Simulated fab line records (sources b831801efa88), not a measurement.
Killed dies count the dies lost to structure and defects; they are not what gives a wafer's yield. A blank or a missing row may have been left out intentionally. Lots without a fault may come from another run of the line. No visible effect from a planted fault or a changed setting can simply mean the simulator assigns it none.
2 desks, one fault    flow gf180mcu    numbers are kept per desk, each desk with only its own; the story behind them comes last

== DESK OF THE TOOL OWNER: furnace-02 ==
The tool's own readings at GF_DUAL_GATE_OXIDATION_02 (stabilise 600 s, purge 300 s, target thk 10.887 nm): means of the sampled wafers that have a number, for each lot that ran on this tool. If a lot's mean is further than 4 standard deviations from the usual mean, the lot is out of limits and carries the mark OUT (the distance appears in the brackets).
Columns: A = spike-tc-top-C at GF_DUAL_GATE_OXIDATION_02, usual 913 C
lot   first seen here  A
L301  day 8 18:13      909
L305  day 9 19:26      910
L306  day 10 01:19     909
L307  day 10 10:46     909
L308  day 10 16:50     910
L309  day 10 22:46     910
L312  day 11 18:58     910
L316  day 12 22:31     909
Result from this desk: across the 8 lots, nothing is out of limits.

== THE METROLOGY DESK ==
What the gauges read, lot by lot, whatever tool the lot ran on: means of the sampled wafers that have a number. If a lot's mean is further than 4 standard deviations from the usual mean, the lot is out of limits and carries the mark OUT (the distance appears in the brackets).
Columns: A = VT_IMPLANT_02_OVL at GF_VT_IMPLANT_OVL_MEAS_29, usual -0.6 nm; B = VT_IMPLANT_4_TW at GF_VT_IMPLANT_TW_MEAS_43, usual 689; C = LVPWELL_RS at GF_VT_IMPLANT_RS_MEAS_48, usual 1194 ohm/sq; D = DUAL_GATE_OXIDATION_00_THK at GF_DUAL_GATE_THK_MEAS_03, usual 10.84 nm
lot   first seen here  A     B    C     D
L297  day 6 22:48      -0.4  698  1197  11.08
L299  day 7 08:57      -1.4  684  1199  11.03
L300  day 7 18:52      -0.5  684  1196  10.77
L301  day 7 22:55      0.9   687  1193  10.57
L302  day 8 05:07      -0.1  687  1194  10.71
L304  day 8 19:40      -0.9  684  1193  10.66
L305  day 9 00:27      -2.2  696  1192  10.68
L306  day 9 07:04      -0.6  682  1189  10.79
L307  day 9 14:46      0.3   683  1200  10.87
L308  day 9 20:40      -0.2  697  1195  10.73
L309  day 10 02:55     -2.1  683  1192  11.19
L312  day 10 22:48     0.3   692  1192  9.22 (-9.0) OUT
L316  day 12 01:52     -1.4  692  1196  9.45 (-7.7) OUT
L319  day 12 22:07     -0.1  691  1191  10.79
This desk's finding: out of limits on L312, L316; first on L312, day 11 20:25 (DUAL_GATE_OXIDATION_00_THK at GF_DUAL_GATE_THK_MEAS_03). L297, L299, L300, L301, L302, L304, L305, L306, L307, L308, L309, L319 stayed within limits.

== ALL TOGETHER ==
The metrology desk could have raised an alarm at day 11 20:25, on L312, L316.
The tool owner's desk saw nothing out of limits.
The tool owner's desk has L312, L316 on record, within its limits.
Every lot named ran GF_DUAL_GATE_OXIDATION_02 on furnace-02.

== WHAT THE SIMULATOR HAD PUT IN ==
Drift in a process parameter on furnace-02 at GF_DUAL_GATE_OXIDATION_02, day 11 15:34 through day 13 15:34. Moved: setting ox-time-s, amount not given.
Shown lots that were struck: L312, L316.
Time in hours between the start of the fault and the first out-of-limits reading at each desk: metrology desk, 5.
